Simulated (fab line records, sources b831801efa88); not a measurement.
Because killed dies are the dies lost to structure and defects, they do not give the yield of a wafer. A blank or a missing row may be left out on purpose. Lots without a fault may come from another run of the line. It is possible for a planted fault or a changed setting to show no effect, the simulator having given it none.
Which tool is to blame?    flow sky130    24 lots with 72 wafers sampled at 6 steps, on a route of 708 steps

## WHAT THE GAUGES SHOWED, per wafer
SKY_VT_ADJUST_HVTP_CD_MEAS_07: the cd target is 380 nm. Usual: cd_nm reads 380.2 nm (standard deviation 2.4).
lot   measured      on         cd_nm (nm)         flag
L074  day 6 03:16   cd_sem-02  374.2 375.4 374.1  
L075  day 6 05:28   cd_sem-02  378.3 380.2 380.6  
L076  day 6 13:02   cd_sem-02  377.6 378.7 383.1  
L077  day 6 17:59   cd_sem-02  379.3 378.1 376.2  
L078  day 7 03:40   cd_sem-02  379.7 382.2 384.2  
L079  day 7 10:55   cd_sem-02  380.9 379.7 383.9  
L080  day 7 16:23   cd_sem-02  377.4 381.0 379.5  
L082  day 8 03:19   cd_sem-02  380.8 380.5 377.9  
L081  day 8 04:28   cd_sem-02  382.6 383.7 383.6  
L083  day 8 09:11   cd_sem-02  376.9 378.0 377.2  
L084  day 8 11:52   cd_sem-01  380.3 378.4 380.4  
L085  day 8 20:26   cd_sem-01  377.8 380.9 380.2  
L086  day 9 02:47   cd_sem-02  384.4 381.6 379.9  
L087  day 9 23:55   cd_sem-02  380.1 382.6 381.3  
L088  day 10 00:15  cd_sem-01  379.4 380.9 380.0  
L089  day 10 06:52  cd_sem-02  381.1 381.1 381.3  
L090  day 10 09:27  cd_sem-02  382.5 383.1 381.5  
L091  day 10 15:01  cd_sem-02  377.2 378.3 377.2  
L092  day 10 18:44  cd_sem-01  384.5 383.7 382.7  
L093  day 10 23:47  cd_sem-01  378.0 377.5 378.4  
L094  day 11 09:07  cd_sem-01  380.1 378.8 378.9  
L095  day 11 14:56  cd_sem-02  382.3 383.5 381.9  
L096  day 12 01:01  cd_sem-02  381.0 381.0 383.1  
L097  day 12 04:10  cd_sem-01  378.6 379.3 378.7  

SKY_SONOS_ONO_THK_MEAS_03. Usual: SONOS_ONO_CVD_02_THK 10.47 nm, standard deviation 0.15.
lot   measured      on             SONOS_ONO_CVD_02_THK (nm)  flag
L074  day 11 12:08  film_metro-04  10.43 10.67 10.54          
L075  day 11 18:23  film_metro-03  10.30 10.41 10.49          
L076  day 12 01:45  film_metro-03  10.32 10.31 10.22          
L077  day 12 08:40  film_metro-04  10.44 10.44 10.42          
L078  day 13 01:52  film_metro-03  10.70 10.73 10.69          
L079  day 13 08:47  film_metro-04  10.27 10.43 10.26          
L080  day 13 13:12  film_metro-03  10.60 10.76 10.66          
L082  day 14 03:55  film_metro-04  10.62 10.62 10.55          
L081  day 14 03:55  film_metro-03  10.69 10.60 10.57          
L083  day 14 12:32  film_metro-03  10.56 10.67 10.77          
L084  day 14 14:56  film_metro-03  10.45 10.53 10.45          
L085  day 15 01:06  film_metro-04  10.19 10.35 10.28          
L086  day 15 11:06  film_metro-03  10.65 10.44 10.46          
L087  day 16 11:17  film_metro-04  10.69 10.42 10.56          
L088  day 16 13:40  film_metro-03  10.47 10.38 10.35          
L089  day 17 01:46  film_metro-03  10.51 10.39 10.50          
L090  day 17 07:51  film_metro-02  10.39 10.43 10.49          
L091  day 17 07:50  film_metro-03  10.27 10.32 10.24          
L092  day 17 14:49  film_metro-03  10.57 10.65 10.68          
L093  day 17 18:51  film_metro-02  10.45 10.37 10.31          
L094  day 18 07:07  film_metro-03  10.65 10.70 10.64          
L095  day 18 12:39  film_metro-04  10.52 10.63 10.50          
L096  day 19 02:26  film_metro-03  10.60 10.71 10.59          
L097  day 19 07:22  film_metro-03  10.29 10.34 10.37          

SKY_CONTACT_THK_MEAS_01. Usual: CONTACT_CVD_00_THK 75.1 nm, standard deviation 0.97.
lot   measured      on             CONTACT_CVD_00_THK (nm)  flag
L074  day 30 04:16  film_metro-04  74.9 77.1 75.4           
L075  day 30 09:49  film_metro-02  75.5 75.8 75.9           
L076  day 31 00:07  film_metro-02  74.1 73.4 75.8           
L077  day 31 06:04  film_metro-03  73.8 75.4 74.8           
L078  day 32 01:05  film_metro-02  74.6 76.3 76.2           
L079  day 32 13:14  film_metro-03  74.4 74.7 75.3           
L080  day 32 16:50  film_metro-03  74.5 75.5 76.0           
L082  day 33 02:35  film_metro-04  74.5 76.6 75.2           
L081  day 33 03:31  film_metro-03  75.1 75.8 76.4           
L083  day 33 15:34  film_metro-02  75.7 76.4 77.5           
L084  day 33 13:22  film_metro-02  73.3 75.9 75.0           
L085  day 33 22:31  film_metro-03  73.4 74.1 74.3           
L086  day 34 06:15  film_metro-02  74.5 74.1 75.9           
L087  day 35 09:02  film_metro-04  72.8 74.1 75.0           
L088  day 35 08:10  film_metro-04  74.6 75.2 75.9           
L089  day 35 17:31  film_metro-02  73.9 75.1 75.1           
L090  day 35 23:02  film_metro-04  74.4 76.2 75.4           
L091  day 35 23:58  film_metro-03  74.8 74.5 77.3           
L092  day 36 07:13  film_metro-04  74.1 74.7 75.4           
L093  day 36 08:55  film_metro-02  75.0 74.8 76.4           
L094  day 36 19:14  film_metro-04  74.4 74.9 75.2           
L095  day 37 00:59  film_metro-04  75.3 77.3 76.7           
L096  day 37 18:29  film_metro-03  73.2 76.0 75.6           
L097  day 37 20:57  film_metro-04  73.4 73.4 75.2           

SKY_VIA4_THK_MEAS_01. Usual: VIA4_HDPCVD_THK 1747 nm, standard deviation 18.
lot   measured      on             VIA4_HDPCVD_THK (nm)  flag
L074  day 41 15:52  film_metro-02  1759 1743 1757        
L075  day 41 19:26  film_metro-03  1722 1715 1738        
L076  day 42 07:32  film_metro-04  1761 1768 1756        
L077  day 42 15:00  film_metro-04  1761 1753 1758        
L078  day 43 05:41  film_metro-04  1753 1745 1725        
L079  day 43 18:55  film_metro-04  1743 1764 1714        
L080  day 43 19:33  film_metro-02  1763 1775 1789        
L082  day 44 03:23  film_metro-02  1769 1737 1768        
L081  day 44 04:28  film_metro-02  1754 1759 1762        
L083  day 44 11:17  film_metro-04  1755 1764 1747        
L084  day 44 10:56  film_metro-04  1715 1728 1727        
L085  day 44 18:31  film_metro-03  1738 1736 1728        
L086  day 45 02:38  film_metro-03  1753 1785 1751        
L087  day 45 23:34  film_metro-02  1744 1742 1757        
L088  day 46 00:18  film_metro-03  1744 1715 1741        
L089  day 46 06:50  film_metro-03  1753 1738 1763        
L090  day 46 10:20  film_metro-04  1758 1742 1740        
L091  day 46 11:02  film_metro-03  1748 1731 1737        
L092  day 46 17:14  film_metro-02  1770 1749 1731        
L093  day 46 21:02  film_metro-04  1752 1736 1740        
L094  day 47 04:05  film_metro-03  1754 1744 1767        
L095  day 47 05:41  film_metro-04  1733 1750 1731        
L096  day 47 20:35  film_metro-04  1737 1735 1722        
L097  day 48 01:10  film_metro-04  1761 1776 1778        

## TOOL THAT RAN EACH LOT (tool first, then ch and the chambers of the sampled wafers, then the start)
lot   SKY_FIELD_ISO_CMP_27          SKY_METAL4_SPUTTER_03
L074  cmp-01 ch 0,2,3, day 2 13:08  pvd_sputter-03, day 39 12:13
L075  cmp-01 ch 1,3, day 2 14:35    pvd_sputter-03, day 39 16:11
L076  cmp-02 ch 0,1,2, day 2 21:49  pvd_sputter-01, day 40 04:00
L077  cmp-01 ch 0,2,3, day 3 02:18  pvd_sputter-02, day 40 12:46
L078  cmp-02 ch 1,2,3, day 3 10:11  pvd_sputter-02, day 41 04:11
L079  cmp-01 ch 0,1,3, day 3 12:48  pvd_sputter-01, day 41 19:04
L080  cmp-01 ch 0,2,3, day 3 20:36  pvd_sputter-02, day 41 19:22
L082  cmp-02 ch 0,2,3, day 4 03:26  pvd_sputter-01, day 42 03:37
L081  cmp-01 ch 1,2,3, day 4 03:39  pvd_sputter-02, day 42 04:31
L083  cmp-01 ch 0,2,3, day 4 09:13  pvd_sputter-03, day 42 12:34
L084  cmp-02 ch 2,3, day 4 12:05    pvd_sputter-03, day 42 11:21
L085  cmp-02 ch 1,2,3, day 4 17:40  pvd_sputter-01, day 42 19:40
L086  cmp-02 ch 1,2,3, day 4 23:40  pvd_sputter-02, day 43 04:03
L087  cmp-02 ch 1,2, day 5 13:57    pvd_sputter-01, day 44 02:04
L088  cmp-02 ch 1,3, day 5 16:24    pvd_sputter-01, day 44 02:43
L089  cmp-02 ch 0,1,3, day 5 20:46  pvd_sputter-01, day 44 10:28
L090  cmp-02 ch 0,3, day 5 23:26    pvd_sputter-02, day 44 14:18
L091  cmp-02 ch 0,3, day 6 02:23    pvd_sputter-02, day 44 14:52
L092  cmp-02 ch 0,1,2, day 6 06:44  pvd_sputter-03, day 44 22:37
L093  cmp-01 ch 0,1,3, day 6 11:24  pvd_sputter-03, day 45 01:01
L094  cmp-01 ch 0,1,3, day 6 19:26  pvd_sputter-02, day 45 09:19
L095  cmp-02 ch 0,1,3, day 6 23:08  pvd_sputter-03, day 45 10:35
L096  cmp-01 ch 0,3, day 7 07:09    pvd_sputter-02, day 46 02:52
L097  cmp-01 ch 0,2,3, day 7 10:02  pvd_sputter-03, day 46 07:28
- SKY_FIELD_ISO_CMP_27: polishes, stops on Si3N4, t overpolish 16 s, target thk 457.8 nm.
- SKY_METAL4_SPUTTER_03: material Ti, target thk 5 nm, time 3.3 s.

## WHAT THE TOOLS THEMSELVES READ (means of the sampled wafers that have a number; where no wafer has one, the mark that the record gives instead)
SKY_FIELD_ISO_CMP_27. Usual: edge_zone_pressure_frac 1.000, standard deviation 0.0054; head_pressure_psi 3.999 psi, standard deviation 0.0077; motor_current_A 12.5 A, standard deviation 1.4; overpolish_run_s 16.000 s, standard deviation 0.0095; slurry_flow_ml_min 150.0, standard deviation 0.4; time_to_endpoint_s 113 s, standard deviation 3.6.
lot   tool    edge_zone_pressure_frac  head_pressure_psi (psi)  motor_current_A (A)  overpolish_run_s (s)  slurry_flow_ml_min  time_to_endpoint_s (s)  flag
L074  cmp-01  1.000                    4.009                    13.3                 15.997                149.8               112                     
L075  cmp-01  1.000                    4.002                    13.4                 16.001                149.9               111                     
L076  cmp-02  1.001                    3.989                    12.5                 16.009                149.8               115                     
L077  cmp-01  1.002                    3.999                    13.4                 15.998                149.9               110                     
L078  cmp-02  0.999                    3.994                    11.4                 16.003                149.8               110                     
L079  cmp-01  1.001                    4.003                    12.6                 15.996                150.4               111                     
L080  cmp-01  0.994                    3.999                    13.3                 15.999                150.0               108                     
L082  cmp-02  0.999                    3.995                    12.4                 16.001                150.1               115                     
L081  cmp-01  0.998                    3.995                    13.3                 16.005                150.0               111                     
L083  cmp-01  1.000                    4.003                    13.1                 16.005                150.0               114                     
L084  cmp-02  1.005                    4.000                    11.7                 16.005                150.4               120                     
L085  cmp-02  1.003                    4.002                    11.3                 15.997                150.5               112                     
L086  cmp-02  1.001                    3.998                    11.5                 16.001                149.7               114                     
L087  cmp-02  1.002                    4.000                    12.2                 15.999                150.0               112                     
L088  cmp-02  1.001                    3.991                    11.6                 16.000                150.0               110                     
L089  cmp-02  0.999                    4.003                    12.4                 16.005                150.0               117                     
L090  cmp-02  1.002                    3.998                    12.4                 16.007                150.1               114                     
L091  cmp-02  0.995                    3.996                    12.2                 16.006                149.8               117                     
L092  cmp-02  1.001                    3.999                    12.8                 15.989                150.4               112                     
L093  cmp-01  1.002                    4.006                    12.6                 15.994                149.6               111                     
L094  cmp-01  0.996                    4.008                    12.7                 16.014                150.4               113                     
L095  cmp-02  0.997                    4.004                    12.8                 16.003                150.2               114                     
L096  cmp-01  0.999                    3.988                    14.0                 15.995                149.8               112                     
L097  cmp-01  1.001                    3.994                    13.2                 15.998                150.0               115                     

SKY_METAL4_SPUTTER_03. Usual: throttle_valve_pct reads 29.8 % (standard deviation 0.85).
lot   tool            throttle_valve_pct (%)  flag
L074  pvd_sputter-03  29.6                    
L075  pvd_sputter-03  29.6                    
L076  pvd_sputter-01  29.6                    
L077  pvd_sputter-02  30.5                    
L078  pvd_sputter-02  30.5                    
L079  pvd_sputter-01  29.6                    
L080  pvd_sputter-02  29.7                    
L082  pvd_sputter-01  29.8                    
L081  pvd_sputter-02  30.5                    
L083  pvd_sputter-03  30.2                    
L084  pvd_sputter-03  28.8                    
L085  pvd_sputter-01  29.9                    
L086  pvd_sputter-02  30.2                    
L087  pvd_sputter-01  29.0                    
L088  pvd_sputter-01  29.6                    
L089  pvd_sputter-01  29.5                    
L090  pvd_sputter-02  30.2                    
L091  pvd_sputter-02  30.4                    
L092  pvd_sputter-03  29.5                    
L093  pvd_sputter-03  29.6                    
L094  pvd_sputter-02  30.7                    
L095  pvd_sputter-03  29.7                    
L096  pvd_sputter-02  29.5                    
L097  pvd_sputter-03  30.3                    

## THE ANSWER, worked out from the rows above alone
Rule: take the mean of a lot's wafers that have a number; if it is more than 3 standard deviations from the usual mean, the lot is off. A lot without any number at a reading at which 4 lots or more have one is off too. All remaining lots with rows at the step are treated as sound. After the gauges, taken in route order, come the tools' own readings; for these a lot's mean is taken, as printed above. The first step at which some lot is off is used, and at that step the reading that is off furthest; a lot without a number counts as furthest.
No lot is off on any of the readings shown, so nothing can be concluded from this.

## WHAT HAD BEEN PUT IN BY THE SIMULATOR
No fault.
